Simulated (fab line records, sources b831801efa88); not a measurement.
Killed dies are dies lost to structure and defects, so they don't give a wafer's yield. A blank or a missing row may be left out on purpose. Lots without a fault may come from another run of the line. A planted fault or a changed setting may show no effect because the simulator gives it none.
fab line records | flow sky130
record lots=12 wafers=36 last_day=51
route steps=708 shown VIA1@472 METAL2@499 VIA2@507
lots that met no fault: from a run of the same line without faults
start_h: hours from the record's first day to the start of the lot's first wafer shown | wait_h: hours since the lot's step before | " the same as in the row above | L1.1+2: a row that stands for several wafers | - no value, or no start given | * or withheld: withheld | < > ~ a bound
route shown NAME@n: a module of which the file shows steps, and the number in the route of the first | usual: mean/standard deviation of fault-free wafers | same: alike in all rows | chamber/n: place in a boat | sites: the reading at each site | _std_site: their standard deviation | _edge_site: outer sites' mean less inner sites' | radius_mm: how far each site lies from the wafer's centre | mask NAME#n: copy n | behind: the tool/chamber that last shaped the wafer | hold: why the lot was held/for how many hours/how that ended | device: the transistor (n, p or np) that didn't switch | end of line: the same wafers' tests at the end of the route | a step without rows: its recipe alone | killed: dies lost to structure and defects at the first sort, not the wafer's yield | map: a wafer's dies, x killed, . not, _ none there
set.NAME: the setting as run; set.NAME@STEP: as run at that earlier step | model.NAME: the simulator's own value behind a step, which no gauge read
steps of the route over a sample of lots; a table a step, a row a wafer
services: from which hour (start_h, from the record's first day; less than 0 if before it) a tool's chamber was out of use, for how many hours, and why
## steps
# step SKY_VIA1_ETCH_14
# recipe chemistry=N2/H2 target=BARC ion_energy_ev=200 source_w=500 bias_w=100 pressure_mtorr=30 n2_flow_sccm=100 h2_flow_sccm=200 stop_on=SiO2 time_s=45.9 target_depth_a=600
# usual drypump_motor_current_A=5.9/0.39 oes_product_au=0.854/0.0047 throttle_valve_pct=13.226/0.0086
# columns lot.wafer tool chamber start_h wait_h drypump_motor_current_A oes_product_au rf_hours_counter_h throttle_valve_pct
L737.2 rie_diel-04 1 812.87 0.0 6.3 0.860 17 13.212
L737.3 " 3 " " 6.0 0.856 12 13.227
L737.4 " 0 " " 5.3 0.856 8 13.222
L738.3 rie_diel-04 0 819.91 0.0 5.3 0.863 8 13.229
L738.5 " 0 " " 5.3 0.856 - 13.219
L738.6 " 3 " " 5.9 0.853 - 13.242
L740.2 rie_diel-04 0 838.19 0.0 5.3 0.848 9 13.221
L740.3 " 2 " " 5.6 0.859 4 13.234
L740.6 " 1 " " 6.4 0.853 - 13.228
L741.3 rie_diel-03 0 847.56 0.0 5.9 0.863 14 13.239
L741.4 " 3 " " 5.3 0.847 1 13.220
L741.5 " 1 " " 6.4 0.859 - 13.230
L743.4 rie_diel-03 0 858.56 0.0 5.9 0.859 14 13.224
L743.5 " 3 " " 5.3 0.862 - 13.219
L743.6 " 0 " " 5.9 0.858 - 13.221
L746.1 rie_diel-03 0 880.41 0.0 5.9 0.855 14 13.219
L746.2 " 2 " " 5.9 0.863 4 13.216
L746.5 " 1 " " 6.4 0.857 - 13.220
L748.1 rie_diel-04 3 900.74 0.0 6.0 0.856 15 13.233
L748.4 " 2 " " 5.7 0.850 5 13.220
L748.6 " 2 " " 5.7 0.853 - 13.212
L749.1 rie_diel-03 0 902.87 0.0 5.9 0.851 15 13.231
L749.2 " 1 " " 6.3 0.860 7 13.208
L749.5 " 3 " " 5.3 0.854 - 13.235
L750.2 rie_diel-04 1 915.72 0.0 6.3 0.861 20 13.223
L750.4 " 2 " " 5.7 0.857 6 13.231
L750.5 " 3 " " 5.9 0.859 - 13.235
L751.2 rie_diel-03 0 917.80 0.0 5.9 0.850 15 13.231
L751.3 " 1 " " 6.4 0.854 8 13.230
L751.5 " 0 " " 5.9 0.855 - 13.220
L753.1 rie_diel-03 1 927.12 0.0 6.4 0.856 8 13.217
L753.4 " 3 " " 5.3 0.857 3 13.224
L753.5 " 1 " " 6.4 0.862 - 13.202
L760.2 rie_diel-04 3 980.97 0.0 6.0 0.852 17 13.236
L760.4 " 0 " " 5.3 0.849 13 13.222
L760.6 " 2 " " 5.7 0.849 - 13.225
# step SKY_METAL2_OVL_MEAS_16
# usual METAL2_OVL=-3/7.2
# columns lot.wafer tool chamber start_h wait_h METAL2_OVL[nm]
L737.2 overlay-02 - 841.18 0.1 -1
L737.3 " - " " -8
L737.4 " - " " 3
L738.3 overlay-02 - 848.84 0.1 -4
L738.5 " - " " 9
L738.6 " - " " 2
L740.2 overlay-02 - 866.76 0.1 3
L740.3 " - " " 3
L740.6 " - " " 4
L741.3 overlay-02 - 876.04 0.1 2
L741.4 " - " " -6
L741.5 " - " " 5
L743.4 overlay-01 - 886.15 0.1 -6
L743.5 " - " " -3
L743.6 " - " " -11
L746.1 overlay-02 - 908.51 0.1 12
L746.2 " - " " 0
L746.5 " - " " -5
L748.1 overlay-02 - 927.13 0.1 -8
L748.4 " - " " -12
L748.6 " - " " -7
L749.1 overlay-01 - 929.71 0.1 -2
L749.2 " - " " -9
L749.5 " - " " -13
L750.2 overlay-01 - 942.17 0.1 -7
L750.4 " - " " -5
L750.5 " - " " -10
L751.2 overlay-02 - 944.72 0.1 -9
L751.3 " - " " -10
L751.5 " - " " -10
L753.1 overlay-02 - 952.98 0.1 -10
L753.4 " - " " -17
L753.5 " - " " -9
L760.2 overlay-01 - 1006.56 0.1 9
L760.4 " - " " 2
L760.6 " - " " 6
# step SKY_VIA2_HDPCVD_00
# recipe material=SiO2 target_thk_nm=1180 sigma_open_frac=0.3 time_s=196.7 temp_c=400 sih4_flow_sccm=60 pressure_mtorr=6
# usual sih4_flow_sccm=60.03/0.18
# columns lot.wafer tool chamber start_h wait_h sih4_flow_sccm
L737.2 hdpcvd-01 1 841.99 0.0 60.01
L737.3 " 2 " " 60.17
L737.4 " 2 " " 59.91
L738.3 hdpcvd-02 2 849.64 0.0 60.08
L738.5 " 0 " " 60.15
L738.6 " 1 " " 60.22
L740.2 hdpcvd-01 1 867.60 0.0 60.06
L740.3 " 2 " " 60.12
L740.6 " 1 " " 60.40
L741.3 hdpcvd-01 2 876.88 0.0 59.93
L741.4 " 0 " " 59.96
L741.5 " 2 " " 59.85
L743.4 hdpcvd-02 0 887.03 0.1 59.98
L743.5 " 1 " " 60.06
L743.6 " 2 " " 60.12
L746.1 hdpcvd-02 0 909.32 0.0 59.88
L746.2 " 2 " " 59.94
L746.5 " 2 " " 60.04
L748.1 hdpcvd-01 0 927.97 0.0 60.01
L748.4 " 0 " " 60.17
L748.6 " 1 " " 59.81
L749.1 hdpcvd-01 2 930.55 0.0 90.06
L749.2 " 0 " " 90.16
L749.5 " 2 " " 89.91
L750.2 hdpcvd-02 1 943.02 0.0 59.99
L750.4 " 2 " " 60.10
L750.5 " 2 " " 60.14
L751.2 hdpcvd-01 2 945.57 0.0 89.84
L751.3 " 0 " " 89.98
L751.5 " 2 " " 90.15
L753.1 hdpcvd-02 1 954.14 0.0 60.15
L753.4 " 1 " " 60.07
L753.5 " 0 " " 60.10
L760.2 hdpcvd-02 2 1007.36 0.0 59.84
L760.4 " 2 " " 60.23
L760.6 " 1 " " 60.33
# step SKY_VIA2_THK_MEAS_01
# recipe reads=SiO2_of_VIA2_HDPCVD_00
# usual VIA2_HDPCVD_THK=1176/11
# columns lot.wafer tool chamber start_h wait_h VIA2_HDPCVD_THK[nm]
L737.2 film_metro-02 - 842.13 0.1 1169
L737.3 " - " " 1170
L737.4 " - " " 1176
L738.3 film_metro-01 - 849.79 0.1 1180
L738.5 " - " " 1169
L738.6 " - " " 1155
L740.2 film_metro-04 - 867.74 0.1 1178
L740.3 " - " " 1179
L740.6 " - " " 1196
L741.3 film_metro-04 - 877.03 0.1 1150
L741.4 " - " " 1175
L741.5 " - " " 1155
L743.4 film_metro-02 - 887.13 0.0 1178
L743.5 " - " " 1186
L743.6 " - " " 1186
L746.1 film_metro-01 - 909.45 0.1 1177
L746.2 " - " " 1188
L746.5 " - " " 1179
L748.1 film_metro-02 - 928.10 0.1 1184
L748.4 " - " " 1171
L748.6 " - " " 1178
L749.1 film_metro-02 - 930.68 0.1 1782
L749.2 " - " " 1781
L749.5 " - " " 1773
L750.2 film_metro-01 - 943.22 0.1 1173
L750.4 " - " " 1177
L750.5 " - " " 1172
L751.2 film_metro-02 - 945.70 0.1 1766
L751.3 " - " " 1764
L751.5 " - " " 1773
L753.1 film_metro-01 - 954.27 0.1 1164
L753.4 " - " " 1169
L753.5 " - " " 1175
L760.2 film_metro-04 - 1007.50 0.1 1182
L760.4 " - " " 1185
L760.6 " - " " 1169
# step SKY_VIA2_OVL_MEAS_13
# usual VIA2_OVL=2/5
# columns lot.wafer tool chamber start_h wait_h VIA2_OVL[nm]
L737.2 overlay-01 - 869.19 0.1 9
L737.3 " - " " 4
L737.4 " - " " 2
L738.3 overlay-02 - 876.75 0.1 1
L738.5 " - " " 7
L738.6 " - " " 2
L740.2 overlay-01 - 894.23 0.1 13
L740.3 " - " " 5
L740.6 " - " " 6
L741.3 overlay-01 - 903.74 0.1 8
L741.4 " - " " -2
L741.5 " - " " -9
L743.4 overlay-01 - 913.58 0.1 13
L743.5 " - " " -1
L743.6 " - " " 1
L746.1 overlay-01 - 935.63 0.1 -6
L746.2 " - " " 2
L746.5 " - " " -8
L748.1 overlay-02 - 953.86 0.1 2
L748.4 " - " " -2
L748.6 " - " " 6
L749.1 overlay-01 - 955.91 0.1 2
L749.2 " - " " 10
L749.5 " - " " 2
L750.2 overlay-02 - 968.20 0.1 -1
L750.4 " - " " 2
L750.5 " - " " -3
L751.2 overlay-02 - 970.63 0.1 -6
L751.3 " - " " 7
L751.5 " - " " 1
L753.1 overlay-01 - 979.86 0.1 1
L753.4 " - " " -4
L753.5 " - " " 0
L760.2 overlay-02 - 1031.06 0.1 -13
L760.4 " - " " -9
L760.6 " - " " -6
## services
# columns tool chamber start_h hours kind
rie_diel-03 3 791.46 - clean
rie_diel-03 3 791.46 22.0 scheduled_down
rie_diel-03 3 791.46 22.0 vent_cycle
hdpcvd-02 - 803.94 0.7 repair
hdpcvd-01 1 810.16 5.1 repair
hdpcvd-02 1 814.92 9.5 repair
rie_diel-04 2 852.69 8.6 repair
rie_diel-03 3 880.05 3.7 repair
rie_diel-04 - 921.58 0.1 repair
hdpcvd-02 - 921.70 2.8 pm
hdpcvd-02 0 942.88 4.7 repair
hdpcvd-01 - 950.25 15.0 pm
hdpcvd-01 0 950.25 15.0 vent_cycle
hdpcvd-01 1 950.25 15.0 vent_cycle
hdpcvd-01 2 950.25 15.0 vent_cycle
hdpcvd-01 0 965.25 - clean
hdpcvd-01 1 965.25 - clean
hdpcvd-01 2 965.25 - clean
hdpcvd-02 1 990.12 5.0 repair
rie_diel-03 3 996.05 4.6 repair
## key
first_sign step=SKY_VIA2_HDPCVD_00 reading=sih4_flow_sccm direction=up sigmas=99+ usual=60.03 struck=90.02
effect step=SKY_VIA2_THK_MEAS_01 reading=VIA2_HDPCVD_THK direction=up sigmas=52 usual=1176 struck=1773
met_at SKY_VIA2_HDPCVD_00
struck_lots L749,L751
not_acting_at SKY_VIA1_ETCH_14,SKY_METAL2_OVL_MEAS_16,SKY_VIA2_OVL_MEAS_13
onset_between 927.97 930.55
fault kind=process_parameter_drift tool=hdpcvd-01 chamber=- onset_h=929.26 steps=SKY_VIA2_HDPCVD_00 channel=sih4_flow_sccm offset=30 shape=step end_h=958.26 acts_in=these_recipes_only stated=60
